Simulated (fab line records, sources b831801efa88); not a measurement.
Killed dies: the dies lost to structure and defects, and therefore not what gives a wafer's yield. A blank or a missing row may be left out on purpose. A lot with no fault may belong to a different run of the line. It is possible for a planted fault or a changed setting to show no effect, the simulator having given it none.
Chamber matching + flow sky130 + SKY_CAPM_CVD_00 on pecvd-01: 3 sister chambers
The step deposits SiO2, target thk 15.5 nm. 6 wafers are shown with their chamber, then 7 later ones without.

== WAFERS, EACH WITH ITS CHAMBER ==
| wafer  | chamber | heater_power_w (W) |
|--------|---------|--------------------|
| L843.5 | 0       | 624                |
| L845.1 | 2       | 745                |
| L845.4 | 0       | 748                |
| L845.5 | 2       | 742                |
| L860.3 | 1       | 737                |
| L860.4 | 1       | 731                |

== WAFERS WHOSE CHAMBER IS MISSING ==
| wafer  | heater_power_w (W) |
|--------|--------------------|
| L860.6 | 698                |
| L861.1 | 583                |
| L861.2 | 790                |
| L861.3 | 763                |
| L862.2 | 716                |
| L862.4 | 720                |
| L862.5 | 691                |

== CHAMBER TAKEN BY EACH ==
| wafer  | from the rows above          | in truth |
|--------|------------------------------|----------|
| L860.6 | can't be placed: 0 or 1 or 2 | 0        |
| L861.1 | can't be placed: 0 or 1 or 2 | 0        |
| L861.2 | can't be placed: 2 or 1 or 0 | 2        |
| L861.3 | can't be placed: 2 or 1 or 0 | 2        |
| L862.2 | can't be placed: 1 or 2 or 0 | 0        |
| L862.4 | can't be placed: 1 or 2 or 0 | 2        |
| L862.5 | can't be placed: 0 or 1 or 2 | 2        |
Correct placement for 0 of the 7. Can't be placed from these rows: 7 (the true chamber is among the candidates in 7). Placed wrongly: 0.
How it was worked out, from the rows above alone: a wafer's distance from a chamber is the root of the sum, over the readings, of the square of ((its reading less the chamber's mean) divided by the reading's scatter). If the next closest chamber is less than 2 further off than the closest, the wafer can't be placed; otherwise it belongs to the closest. A chamber's mean is the mean of its shown wafers. How the scatter is found: for the shown wafers, subtract from each reading the mean of its chamber, square and add these, divide the total by (wafers less chambers), then take the root.
